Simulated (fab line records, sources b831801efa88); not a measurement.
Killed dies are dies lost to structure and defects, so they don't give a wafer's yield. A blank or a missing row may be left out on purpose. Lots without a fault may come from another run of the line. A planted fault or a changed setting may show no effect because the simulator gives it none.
A struck lot beside a sound one | flow sky130 | 15 steps out of a route of 708
Sound: wafers L459.2, L459.5, L459.6. Struck: wafers L477.1, L477.2, L477.4. The cause comes at the end.
At each step with rows: each side's tool, then ch and its chambers, then its first start. Under that, the readings that differ: sound wafers | struck wafers | difference of the means | sigmas: that difference in standard deviations of wafers without a fault.
alike: readings whose means differ by less than 2 such deviations, and words and numbers that are the same on both sides. not compared: withheld readings, readings that some wafer has no value for, bounds like >300 that may hide the same value, and numbers for which the record gives no deviation and whose values overlap.
The two part at a step that has a row with sigmas, a row that says differs or no value, or rows on one side only. Numbers that don't overlap but have no deviation are shown without sigmas and don't part them. A reading that every wafer of one side lacks parts them only if that side has two wafers or more.

first, 4 steps without rows for these wafers: SKY_LDD_N_SOFTBAKE_03 (time 60 s); SKY_LDD_N_EXPOSE_04 (exposes mask NTM, target cd 840 nm); SKY_LDD_N_PEB_05; SKY_LDD_N_DEVELOP_06 (develop time 60 s).
SKY_LDD_N_OVL_MEAS_07:
  sound on overlay-01, day 17 05:19; struck on overlay-02, day 24 22:40
  alike: LDD_N_OVL
then, 7 steps without rows for these wafers: SKY_LDD_N_IMPLANT_08; SKY_LDD_N_IMPLANT_09; SKY_LDD_N_IMPLANT_10; SKY_LDD_N_IMPLANT_11; SKY_LDD_N_IMPLANT_12; SKY_LDD_N_IMPLANT_13; SKY_LDD_N_IMPLANT_14.
SKY_LDD_N_IMPLANT_15:
  sound on implanter-01 ch 0, day 17 06:26; struck on implanter-03 ch 0, day 24 23:45
  reading            | sound                     | struck                       | difference | sigmas
  dose_ions_cm2      | 5.001e+12 5e+12 4.991e+12 | 8.724e+12 8.71e+12 8.729e+12 | +3.724e+12 | +99 or more
  faraday_current_uA | 28.5 27.8 28.4            | 49.6 50.6 49.3               | +21.6      | +36
SKY_LDD_N_STRIP_16: strips in O2/N2.
  sound on plasma_asher-04 ch 0,1, day 17 06:33; struck on plasma_asher-02 ch 0,1, day 24 23:54
  alike: chamber_pressure_mTorr, drypump_motor_current_A, oes_product_au, strip_time_to_endpoint_s
  not compared: rf_hours_counter_h
-- the record jumps here: 25 days lie between the struck wafers' starts before and after (it left off in module LDD_N and takes up again in module PAD_OPEN, whose first step shown is number 708 of the route) --
SKY_PAD_OPEN_PROBE_99:
  sound on prober-01, day 45 08:01; struck on prober-01, day 50 06:42
  reading                                    | sound                | struck               | difference | sigmas
  model.etest.tip_n.rs_ohm_sq                | 433.4 438.5 433.2    | 452.9 450.3 451.7    | +16.6      |
  model.etest.nfet_01v8_turned.vt_sat_v (V)  | 0.6698 0.6592 0.6564 | 0.7093 0.6987 0.7052 | +0.0426    |
  model.etest.nfet_01v8_turned.vt_v (V)      | 0.7112 0.7048 0.7058 | 0.732 0.7245 0.7311  | +0.022     |
  model.etest.nfet_01v8_lvt.vt_sat_v (V)     | 0.554 0.5485 0.5412  | 0.5777 0.5606 0.5696 | +0.0214    |
  model.etest.nfet_01v8_swapped.vt_sat_v (V) | 0.6653 0.6614 0.6582 | 0.6791 0.6673 0.6737 | +0.0117    |
  model.etest.nfet_01v8_lvt.vt_v (V)         | 0.6175 0.6142 0.6164 | 0.6386 0.6278 0.6322 | +0.0168    |
  alike: killed_at_M0_to_M3, killed_at_M4_up, killed_at_contacts, killed_at_front_end, killed_at_other, killed_dies, killed_open, killed_short
  not compared: model.etest.nfet_01v8_turned.drive_ua_um, model.etest.nfet_01v8.vt_sat_v

WHERE THEY PART
Only at SKY_LDD_N_IMPLANT_15, within this record. Later steps at which nothing parts them and some readings are alike: SKY_LDD_N_STRIP_16, SKY_PAD_OPEN_PROBE_99.

WHY: what the simulator had put in
Process parameter drift: implanter-03, from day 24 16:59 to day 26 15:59, at SKY_LDD_N_IMPLANT_15. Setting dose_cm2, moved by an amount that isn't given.
